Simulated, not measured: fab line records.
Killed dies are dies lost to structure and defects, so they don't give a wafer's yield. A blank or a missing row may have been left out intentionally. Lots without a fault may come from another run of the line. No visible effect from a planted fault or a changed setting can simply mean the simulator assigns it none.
fab line records	flow sky130	part 1 of 2: steps 1 to 26 of 36
record lots=5	wafers=15	last_day=50
route steps=708 shown VIA2@515 METAL3@532 CAPM@537
lots that met no fault: taken from a fault-free run of the same line
start_h: start of the lot's first displayed wafer, in hours after the record's first day	wait_h: how many hours have passed since the lot's step before this one	" same as the row above	L1.1+2: a row that stands for several wafers	- value missing, or start not given	* or withheld: withheld	< > ~ a bound
route shown NAME@n: NAME is a module with steps in the file, n the number in the route of the first one	usual: mean/standard deviation of fault-free wafers	same: alike in all rows	chamber/n: place in a boat	sites: per-site readings	_std_site: how widely they spread, as a standard deviation	_edge_site: the outer-site mean with the inner-site mean subtracted	radius_mm: how far each site lies from the wafer's centre	mask NAME#n: copy n	behind: tool/chamber where the wafer was last shaped	hold: why the lot went on hold/how many hours it stayed there/how the hold came to an end	device: which transistor (n, p or np) failed to switch	end of line: tests of these same wafers at the route's end	where a step has no rows: the recipe by itself	killed: dies that structure and defects cost at the first sort, which is not the same as the wafer's yield	map: shows each die of a wafer: x if killed, . if not, _ if none is there
set.NAME: the setting the step ran with; set.NAME@STEP: the setting that earlier step ran with	model.NAME: the simulator's own value behind a step, which no gauge read
a table for each step, a row for each wafer; lots at some steps of the route
services: from which hour (start_h, from the record's first day; less than 0 if before it) a tool's chamber was out of use, for how many hours, and why
## steps
# step SKY_VIA2_SOFTBAKE_08
# recipe temp_c=100	time_s=90	resist=KrF-thick
# usual resist_line_temp_C=22.99/0.089
lot.wafer	tool	chamber	start_h	wait_h	resist_line_temp_C
L078.1	litho_track-02	0	-	-	22.90
L078.5	"	0	"	"	23.05
L078.6	"	0	"	"	23.08
L083.4	litho_track-02	0	-	-	22.92
L083.5	"	0	"	"	23.03
L083.6	"	0	"	"	23.13
L086.1	litho_track-04	0	-	-	22.98
L086.3	"	0	"	"	22.92
L086.6	"	0	"	"	22.90
L092.1	litho_track-02	0	-	-	23.10
L092.2	"	0	"	"	23.15
L092.4	"	0	"	"	22.94
L097.2	litho_track-02	0	-	-	23.06
L097.4	"	0	"	"	23.02
L097.6	"	0	"	"	22.91
# step SKY_VIA2_EXPOSE_09
# recipe mask_id=VIM2	na=0.8	source_shape=annular	sigma_inner=0.55	sigma_outer=0.85	target_cd_nm=200	dose_mj=38
# same na=0.8
lot.wafer	tool	chamber	start_h	wait_h	mask
L078.1+5+6	krf_scanner-01	0	-	-	VIM2#0
L083.4+5+6	krf_scanner-01	0	-	-	VIM2#0
L086.1+3+6	krf_scanner-01	0	-	-	VIM2#0
L092.1+2+4	krf_scanner-02	0	-	-	VIM2#0
L097.2+4+6	krf_scanner-01	0	-	-	VIM2#0
# step SKY_VIA2_PEB_10
# recipe peb_temp_c=withheld	peb_time_s=withheld	resist=KrF-thick
# usual resist_line_temp_C=*
lot.wafer	tool	chamber	start_h	wait_h	resist_line_temp_C
L078.1	litho_track-02	0	-	-	*
L078.5	"	0	"	"	*
L078.6	"	0	"	"	*
L083.4	litho_track-02	0	-	-	*
L083.5	"	0	"	"	*
L083.6	"	0	"	"	*
L086.1	litho_track-04	0	-	-	*
L086.3	"	0	"	"	*
L086.6	"	0	"	"	*
L092.1	litho_track-04	0	-	-	*
L092.2	"	0	"	"	*
L092.4	"	0	"	"	*
L097.2	litho_track-04	0	-	-	*
L097.4	"	0	"	"	*
L097.6	"	0	"	"	*
# step SKY_VIA2_DEVELOP_11
# recipe develop_time_s=60	resist=KrF-thick	dev_temp_c=21
# usual resist_line_temp_C=23.01/0.1
lot.wafer	tool	chamber	start_h	wait_h	resist_line_temp_C
L078.1	litho_track-02	0	-	-	22.85
L078.5	"	0	"	"	22.87
L078.6	"	0	"	"	22.92
L083.4	litho_track-02	0	-	-	23.00
L083.5	"	0	"	"	22.76
L083.6	"	0	"	"	22.90
L086.1	litho_track-04	0	-	-	23.10
L086.3	"	0	"	"	23.33
L086.6	"	0	"	"	23.11
L092.1	litho_track-04	0	-	-	23.09
L092.2	"	0	"	"	23.04
L092.4	"	0	"	"	22.96
L097.2	litho_track-04	0	-	-	22.97
L097.4	"	0	"	"	23.05
L097.6	"	0	"	"	22.94
# step SKY_VIA2_CD_MEAS_12
# recipe target_cd_nm=200
# usual cd_nm=199.7/1.1
lot.wafer	tool	chamber	start_h	wait_h	cd_nm
L078.1	cd_sem-01	-	877.46	-	199.3
L078.5	"	-	"	"	199.3
L078.6	"	-	"	"	199.7
L083.4	cd_sem-02	-	914.67	-	198.5
L083.5	"	-	"	"	199.0
L083.6	"	-	"	"	200.7
L086.1	cd_sem-02	-	942.11	-	200.4
L086.3	"	-	"	"	200.6
L086.6	"	-	"	"	200.3
L092.1	cd_sem-02	-	977.36	-	199.2
L092.2	"	-	"	"	199.2
L092.4	"	-	"	"	199.8
L097.2	cd_sem-02	-	1015.03	-	199.4
L097.4	"	-	"	"	200.9
L097.6	"	-	"	"	199.7
# step SKY_VIA2_OVL_MEAS_13
# usual VIA2_OVL=1/5
lot.wafer	tool	chamber	start_h	wait_h	VIA2_OVL[nm]
L078.1	overlay-02	-	877.58	0.1	0
L078.5	"	-	"	"	-1
L078.6	"	-	"	"	2
L083.4	overlay-01	-	914.75	0.1	10
L083.5	"	-	"	"	6
L083.6	"	-	"	"	7
L086.1	overlay-02	-	942.23	0.1	2
L086.3	"	-	"	"	7
L086.6	"	-	"	"	6
L092.1	overlay-02	-	977.48	0.1	2
L092.2	"	-	"	"	6
L092.4	"	-	"	"	9
L097.2	overlay-02	-	1015.14	0.1	-8
L097.4	"	-	"	"	7
L097.6	"	-	"	"	-1
# step SKY_VIA2_ETCH_14
# recipe chemistry=N2/H2	target=BARC	ion_energy_ev=200	source_w=500	bias_w=100	pressure_mtorr=30	n2_flow_sccm=100	h2_flow_sccm=200	stop_on=SiO2	time_s=45.9	target_depth_a=600
# usual drypump_motor_current_A=5.6/0.42	oes_product_au=0.855/0.005	throttle_valve_pct=13.226/0.0091
lot.wafer	tool	chamber	start_h	wait_h	drypump_motor_current_A	oes_product_au	rf_hours_counter_h	throttle_valve_pct
L078.1	rie_diel-02	3	877.61	0.0	5.2	0.859	11	13.226
L078.5	"	1	"	"	5.9	0.852	-	13.236
L078.6	"	0	"	"	5.4	0.841	-	13.231
L083.4	rie_diel-04	1	914.76	0.0	5.9	0.861	5	13.216
L083.5	"	0	"	"	5.9	0.852	-	13.208
L083.6	"	1	"	"	5.9	0.853	-	13.228
L086.1	rie_diel-04	3	942.27	0.0	6.1	0.851	7	13.217
L086.3	"	2	"	"	5.2	0.860	2	13.213
L086.6	"	2	"	"	5.3	0.851	-	13.210
L092.1	rie_diel-04	2	977.52	0.0	5.2	0.845	3	13.211
L092.2	"	1	"	"	5.9	0.865	6	13.245
L092.4	"	0	"	"	5.9	0.857	11	13.213
L097.2	rie_diel-03	2	1015.17	0.0	6.0	0.857	0	13.220
L097.4	"	1	"	"	4.7	0.858	-	13.223
L097.6	"	2	"	"	6.0	0.857	-	13.228
# step SKY_VIA2_ETCH_15
# recipe target=SiO2	chemistry=C4F8/O2/Ar	target_depth_nm=546	stop_on=TiN	mask_material=KrF-thick	source_w=1500	bias_w=1200	pressure_mtorr=40	c4f8_flow_sccm=withheld	O2_flow_sccm=6	Ar_flow_sccm=300	time_s=84
# usual oes_product_au=0.940/0.0046
lot.wafer	tool	chamber	start_h	wait_h	oes_product_au	rf_hours_counter_h
L078.1	rie_diel-02	3	877.66	0.0	0.934	11
L078.5	"	1	"	"	0.948	-
L078.6	"	0	"	"	0.944	-
L083.4	rie_diel-04	1	914.81	0.0	0.940	5
L083.5	"	0	"	"	0.938	-
L083.6	"	1	"	"	0.936	-
L086.1	rie_diel-04	3	942.31	0.0	0.934	8
L086.3	"	2	"	"	0.942	2
L086.6	"	2	"	"	0.941	-
L092.1	rie_diel-04	2	977.56	0.0	0.940	3
L092.2	"	1	"	"	0.940	6
L092.4	"	0	"	"	0.939	11
L097.2	rie_diel-03	2	1015.21	0.0	0.937	0
L097.4	"	1	"	"	0.944	-
L097.6	"	2	"	"	0.934	-
# step SKY_VIA2_STRIP_16
# recipe chemistry=O2/N2	power_w=1400	pressure_mtorr=1500	platen_temp_c=withheld	o2_flow_sccm=3000	n2_flow_sccm=300	overash_fraction=0.5
# usual drypump_motor_current_A=5.5/0.5	oes_product_au=0.399/0.0049	strip_time_to_endpoint_s=4.048/0.024
lot.wafer	tool	chamber	start_h	wait_h	drypump_motor_current_A	oes_product_au	rf_hours_counter_h	strip_time_to_endpoint_s
L078.1	plasma_asher-02	0	877.72	0.0	6.0	0.389	108	4.052
L078.5	"	0	"	"	6.0	0.399	-	4.024
L078.6	"	1	"	"	4.8	0.401	-	4.063
L083.4	plasma_asher-04	1	914.90	0.1	5.0	0.398	-	4.062
L083.5	"	0	"	"	5.6	0.397	-	4.057
L083.6	"	1	"	"	4.9	0.402	-	4.093
L086.1	plasma_asher-04	0	942.37	0.0	5.6	0.392	21	4.025
L086.3	"	1	"	"	5.0	0.393	-	4.047
L086.6	"	1	"	"	5.0	0.387	-	4.013
L092.1	plasma_asher-03	0	977.62	0.0	6.1	0.403	80	4.111
L092.2	"	1	"	"	5.4	0.406	80	4.089
L092.4	"	1	"	"	5.4	0.396	-	4.061
L097.2	plasma_asher-03	0	1015.27	0.0	6.1	0.398	84	4.041
L097.4	"	0	"	"	6.1	0.391	-	4.088
L097.6	"	1	"	"	5.4	0.406	-	4.048
# step SKY_VIA2_STRIP_17
# recipe chemistry=post_etch_residue_remover	time_s=1200	temp_c=72.5
lot.wafer	tool	chamber	start_h	wait_h
L078.1+5+6	wet_bench-03	1	877.82	0.1
L083.4+5+6	wet_bench-04	0	914.97	0.0
L086.1+3+6	wet_bench-04	2	942.47	0.1
L092.1+2+4	wet_bench-04	2	977.72	0.1
L097.2+4+6	wet_bench-02	2	1015.37	0.1
# step SKY_VIA2_CLEAN_18
# recipe chemistry=IPA	time_s=180	temp_c=25
lot.wafer	tool	chamber	start_h	wait_h
L078.1+5+6	wet_bench-02	2	878.57	0.0
L083.4+5+6	wet_bench-03	2	915.31	0.0
L086.1+3+6	wet_bench-02	0	943.16	0.0
L092.1+2+4	wet_bench-04	3	978.07	0.0
L097.2+4+6	wet_bench-04	2	1015.72	0.0
# step SKY_VIA2_CLEAN_19
# recipe chemistry=O3/DIW	dry=n2_spin
lot.wafer	tool	chamber	start_h	wait_h
L078.1+5+6	wet_bench-03	2	878.63	0.0
L083.4+5+6	wet_bench-04	0	915.38	0.0
L086.1+3+6	wet_bench-03	3	943.22	0.0
L092.1+2+4	wet_bench-04	1	978.12	0.0
L097.2+4+6	wet_bench-03	1	1015.77	0.0
# step SKY_VIA2_SPUTTER_20
# recipe material=TiN	target_thk_nm=20	chamber_pressure_pa=5	power_w=4000	time_s=80
# usual throttle_valve_pct=29.6/1.1
lot.wafer	tool	chamber	start_h	wait_h	throttle_valve_pct
L078.1	pvd_sputter-02	-	878.83	0.0	31.1
L078.5	"	-	"	"	30.6
L078.6	"	-	"	"	30.9
L083.4	pvd_sputter-02	-	915.50	0.0	29.2
L083.5	"	-	"	"	30.8
L083.6	"	-	"	"	29.6
L086.1	pvd_sputter-01	-	943.32	0.0	31.1
L086.3	"	-	"	"	29.9
L086.6	"	-	"	"	29.9
L092.1	pvd_sputter-03	-	978.22	0.0	29.9
L092.2	"	-	"	"	30.4
L092.4	"	-	"	"	28.6
L097.2	pvd_sputter-02	-	1015.87	0.0	30.7
L097.4	"	-	"	"	29.2
L097.6	"	-	"	"	30.7
# step SKY_VIA2_CVD_21
# recipe material=W	target_thk_nm=420	time_s=126.4	temp_c=400	pressure_torr=40
# usual heater_power_w=825/40
lot.wafer	tool	chamber	start_h	wait_h	heater_power_w
L078.1	cvd_w-02	0	878.89	0.0	857
L078.5	"	1	"	"	875
L078.6	"	0	"	"	839
L083.4	cvd_w-01	0	915.57	0.0	843
L083.5	"	1	"	"	763
L083.6	"	0	"	"	846
L086.1	cvd_w-01	1	943.38	0.0	792
L086.3	"	0	"	"	848
L086.6	"	0	"	"	853
L092.1	cvd_w-02	0	978.28	0.0	861
L092.2	"	1	"	"	785
L092.4	"	1	"	"	791
L097.2	cvd_w-01	0	1015.93	0.0	834
L097.4	"	0	"	"	853
L097.6	"	1	"	"	796
# step SKY_VIA2_RS_MEAS_22
# recipe thk_meas_gauge=four-point-probe	reads=W_of_VIA2_CVD_21+TiN_of_VIA2_SPUTTER_20
# usual VIA2_W_RS=0.2728/0.0026
lot.wafer	tool	chamber	start_h	wait_h	VIA2_W_RS[ohm/sq]
L078.1	film_metro-01	-	879.02	0.1	0.2686
L078.5	"	-	"	"	0.2672
L078.6	"	-	"	"	0.2692
L083.4	film_metro-01	-	915.72	0.1	0.2718
L083.5	"	-	"	"	0.2753
L083.6	"	-	"	"	0.2702
L086.1	film_metro-02	-	943.51	0.1	0.2729
L086.3	"	-	"	"	0.2740
L086.6	"	-	"	"	0.2714
L092.1	film_metro-01	-	978.41	0.1	0.2710
L092.2	"	-	"	"	0.2741
L092.4	"	-	"	"	0.2730
L097.2	film_metro-01	-	1016.08	0.1	0.2729
L097.4	"	-	"	"	0.2746
L097.6	"	-	"	"	0.2743
# step SKY_VIA2_THK_MEAS_23
# recipe thk_meas_gauge=xrf	reads=W_of_VIA2_CVD_21
# usual VIA2_W_THK=425/7.6
lot.wafer	tool	chamber	start_h	wait_h	VIA2_W_THK[nm]
L078.1	film_metro-01	-	879.14	0.1	432
L078.5	"	-	"	"	429
L078.6	"	-	"	"	428
L083.4	film_metro-01	-	915.81	0.1	422
L083.5	"	-	"	"	418
L083.6	"	-	"	"	424
L086.1	film_metro-02	-	943.63	0.1	425
L086.3	"	-	"	"	423
L086.6	"	-	"	"	425
L092.1	film_metro-01	-	978.53	0.1	420
L092.2	"	-	"	"	418
L092.4	"	-	"	"	420
L097.2	film_metro-01	-	1016.19	0.1	422
L097.4	"	-	"	"	421
L097.6	"	-	"	"	421
# step SKY_VIA2_CMP_24
# recipe stop_on=SiO2	t_overpolish_s=20	down_force_psi=3.5	platen_rpm=60	target_thk_nm=0	pad_velocity_m_s=0.94248
# usual motor_current_A=9.9/1.1	overpolish_run_s=20.001/0.0097	retaining_ring_pressure_frac=0.999/0.0048	time_to_endpoint_s=103/3.2
lot.wafer	tool	chamber	start_h	wait_h	motor_current_A	overpolish_run_s	retaining_ring_pressure_frac	time_to_endpoint_s
L078.1	cmp-01	2	879.30	0.1	8.4	19.997	1.001	103
L078.5	"	0	"	"	9.4	19.994	0.998	106
L078.6	"	1	"	"	10.1	19.976	1.001	105
L083.4	cmp-01	1	916.45	0.6	10.4	20.004	1.000	103
L083.5	"	2	"	"	8.3	20.005	0.991	102
L083.6	"	3	"	"	10.7	20.006	1.001	110
L086.3	cmp-01	3	943.74	0.1	10.7	20.028	1.003	101
L086.1	"	0	"	"	9.8	19.989	0.995	97
L086.6	"	2	"	"	8.6	20.016	0.992	100
L092.4	cmp-02	1	978.59	0.0	11.2	20.008	0.991	102
L092.2	"	3	"	"	11.1	20.007	1.000	107
L092.1	"	0	"	"	9.3	20.004	0.994	100
L097.4	cmp-02	2	1016.29	0.1	10.8	20.010	1.003	102
L097.2	"	0	"	"	8.7	20.000	0.998	101
L097.6	"	2	"	"	10.2	19.987	1.002	99
# step SKY_METAL3_SPUTTER_00
# recipe material=Ti	target_thk_nm=15	power_w=3000	time_s=10	chamber_pressure_pa=0.4
# usual throttle_valve_pct=29.8/0.78
lot.wafer	tool	chamber	start_h	wait_h	throttle_valve_pct
L078.1	pvd_sputter-03	-	879.50	0.1	30.3
L078.5	"	-	"	"	30.0
L078.6	"	-	"	"	29.2
L083.4	pvd_sputter-02	-	916.61	0.1	30.9
L083.5	"	-	"	"	29.7
L083.6	"	-	"	"	29.1
L086.1	pvd_sputter-03	-	943.99	0.1	28.3
L086.3	"	-	"	"	29.3
L086.6	"	-	"	"	29.9
L092.1	pvd_sputter-02	-	978.89	0.1	29.0
L092.2	"	-	"	"	30.9
L092.4	"	-	"	"	29.8
L097.2	pvd_sputter-02	-	1016.54	0.1	29.6
L097.4	"	-	"	"	30.9
L097.6	"	-	"	"	30.9
# step SKY_METAL3_SPUTTER_01
# recipe material=TiN	target_thk_nm=20	power_w=6500	time_s=16.7	chamber_pressure_pa=0.4
# usual throttle_valve_pct=29.8/0.79
lot.wafer	tool	chamber	start_h	wait_h	throttle_valve_pct
L078.1	pvd_sputter-03	-	879.52	0.0	30.1
L078.5	"	-	"	"	30.1
L078.6	"	-	"	"	29.1
L083.4	pvd_sputter-02	-	916.64	0.0	30.7
L083.5	"	-	"	"	29.9
L083.6	"	-	"	"	29.0
L086.1	pvd_sputter-03	-	944.01	0.0	28.5
L086.3	"	-	"	"	29.5
L086.6	"	-	"	"	30.1
L092.1	pvd_sputter-02	-	978.91	0.0	28.9
L092.2	"	-	"	"	30.9
L092.4	"	-	"	"	29.7
L097.2	pvd_sputter-02	-	1016.56	0.0	29.9
L097.4	"	-	"	"	30.5
L097.6	"	-	"	"	31.0
# step SKY_METAL3_SPUTTER_02
# recipe material=AlCu	target_thk_nm=735	power_w=10600	time_s=39.1	chamber_pressure_pa=0.4
# usual throttle_valve_pct=29.8/0.78
lot.wafer	tool	chamber	start_h	wait_h	throttle_valve_pct
L078.1	pvd_sputter-03	-	879.55	0.0	30.1
L078.5	"	-	"	"	30.3
L078.6	"	-	"	"	29.3
L083.4	pvd_sputter-02	-	916.67	0.0	30.9
L083.5	"	-	"	"	29.8
L083.6	"	-	"	"	29.1
L086.1	pvd_sputter-03	-	944.04	0.0	28.2
L086.3	"	-	"	"	29.4
L086.6	"	-	"	"	30.1
L092.1	pvd_sputter-02	-	978.94	0.0	28.9
L092.2	"	-	"	"	30.8
L092.4	"	-	"	"	29.8
L097.2	pvd_sputter-02	-	1016.59	0.0	29.8
L097.4	"	-	"	"	30.9
L097.6	"	-	"	"	30.9
# step SKY_METAL3_SPUTTER_03
# recipe material=Ti	target_thk_nm=5	power_w=3000	time_s=3.3	chamber_pressure_pa=0.4
# usual throttle_valve_pct=29.8/0.79
lot.wafer	tool	chamber	start_h	wait_h	throttle_valve_pct
L078.1	pvd_sputter-03	-	879.59	0.0	30.0
L078.5	"	-	"	"	30.3
L078.6	"	-	"	"	29.4
L083.4	pvd_sputter-02	-	916.70	0.0	30.8
L083.5	"	-	"	"	29.8
L083.6	"	-	"	"	29.0
L086.1	pvd_sputter-03	-	944.07	0.0	28.3
L086.3	"	-	"	"	29.3
L086.6	"	-	"	"	30.3
L092.1	pvd_sputter-02	-	978.97	0.0	29.2
L092.2	"	-	"	"	31.3
L092.4	"	-	"	"	29.8
L097.2	pvd_sputter-02	-	1016.62	0.0	29.7
L097.4	"	-	"	"	31.0
L097.6	"	-	"	"	30.9
# step SKY_METAL3_SPUTTER_04
# recipe material=TiN	target_thk_nm=70	power_w=6500	time_s=58.3	chamber_pressure_pa=0.4
# usual throttle_valve_pct=29.8/0.79
lot.wafer	tool	chamber	start_h	wait_h	throttle_valve_pct
L078.1	pvd_sputter-03	-	879.61	0.0	30.1
L078.5	"	-	"	"	29.9
L078.6	"	-	"	"	29.3
L083.4	pvd_sputter-02	-	916.73	0.0	30.7
L083.5	"	-	"	"	29.6
L083.6	"	-	"	"	29.1
L086.1	pvd_sputter-03	-	944.09	0.0	28.1
L086.3	"	-	"	"	29.4
L086.6	"	-	"	"	30.1
L092.1	pvd_sputter-02	-	978.99	0.0	29.1
L092.2	"	-	"	"	31.1
L092.4	"	-	"	"	29.7
L097.2	pvd_sputter-02	-	1016.64	0.0	29.7
L097.4	"	-	"	"	30.6
L097.6	"	-	"	"	31.1
# step SKY_CAPM_CVD_00
# recipe material=SiO2	target_thk_nm=15.5	temp_c=400	time_s=withheld	rf_w=450
# usual heater_power_w=697/120
lot.wafer	tool	chamber	start_h	wait_h	heater_power_w
L078.1	pecvd-03	0	879.65	0.0	640
L078.5	"	2	"	"	829
L078.6	"	1	"	"	935
L083.4	pecvd-03	1	916.76	0.0	948
L083.5	"	2	"	"	727
L083.6	"	0	"	"	645
L086.1	pecvd-02	1	944.14	0.0	817
L086.3	"	0	"	"	597
L086.6	"	1	"	"	814
L092.1	pecvd-03	0	979.04	0.0	605
L092.2	"	2	"	"	683
L092.4	"	1	"	"	970
L097.2	pecvd-02	0	1016.69	0.0	526
L097.4	"	2	"	"	697
L097.6	"	2	"	"	705
# step SKY_CAPM_THK_MEAS_01
# recipe reads=SiO2_of_CAPM_CVD_00
# usual CAPM_CVD_00_THK=15.41/0.21
lot.wafer	tool	chamber	start_h	wait_h	CAPM_CVD_00_THK[nm]
L078.1	film_metro-01	-	879.68	-	15.08
L078.5	"	-	"	"	15.75
L078.6	"	-	"	"	15.87
L083.4	film_metro-01	-	916.81	-	15.39
L083.5	"	-	"	"	15.41
L083.6	"	-	"	"	15.43
L086.1	film_metro-03	-	944.17	-	15.42
L086.3	"	-	"	"	15.42
L086.6	"	-	"	"	15.55
L092.1	film_metro-01	-	979.06	-	15.53
L092.2	"	-	"	"	15.37
L092.4	"	-	"	"	15.42
L097.2	film_metro-04	-	1016.73	-	14.91
L097.4	"	-	"	"	15.23
L097.6	"	-	"	"	15.38
# step SKY_CAPM_SPUTTER_02
# recipe material=TiN	target_thk_nm=200	temp_c=300	power_w=6500	time_s=166.7	chamber_pressure_pa=0.4
# usual throttle_valve_pct=29.4/1.1
lot.wafer	tool	chamber	start_h	wait_h	throttle_valve_pct
L078.1	pvd_sputter-01	-	879.74	0.1	31.4
L078.5	"	-	"	"	27.3
L078.6	"	-	"	"	28.8
L083.4	pvd_sputter-01	-	916.84	0.0	29.1
L083.5	"	-	"	"	29.9
L083.6	"	-	"	"	31.2
L086.1	pvd_sputter-01	-	944.23	0.1	31.2
L086.3	"	-	"	"	27.3
L086.6	"	-	"	"	30.8
L092.1	pvd_sputter-01	-	979.12	0.1	29.1
L092.2	"	-	"	"	29.9
L092.4	"	-	"	"	31.1
L097.2	pvd_sputter-04	-	1016.78	0.0	29.3
L097.4	"	-	"	"	29.4
L097.6	"	-	"	"	29.4
# step SKY_CAPM_RS_MEAS_03
# recipe thk_meas_gauge=four-point-probe	reads=TiN_of_CAPM_SPUTTER_02
# usual CAPM_TIN_RS=6.90/0.076
lot.wafer	tool	chamber	start_h	wait_h	CAPM_TIN_RS[ohm/sq]
L078.1	film_metro-04	-	879.85	0.1	7.01
L078.5	"	-	"	"	6.99
L078.6	"	-	"	"	7.00
L083.4	film_metro-03	-	917.01	0.1	6.92
L083.5	"	-	"	"	7.00
L083.6	"	-	"	"	6.86
L086.1	film_metro-03	-	944.34	0.1	6.89
L086.3	"	-	"	"	6.94
L086.6	"	-	"	"	6.92
L092.1	film_metro-03	-	979.23	0.1	6.93
L092.2	"	-	"	"	6.96
L092.4	"	-	"	"	6.83
L097.2	film_metro-01	-	1016.91	0.1	6.71
L097.4	"	-	"	"	6.76
L097.6	"	-	"	"	6.65
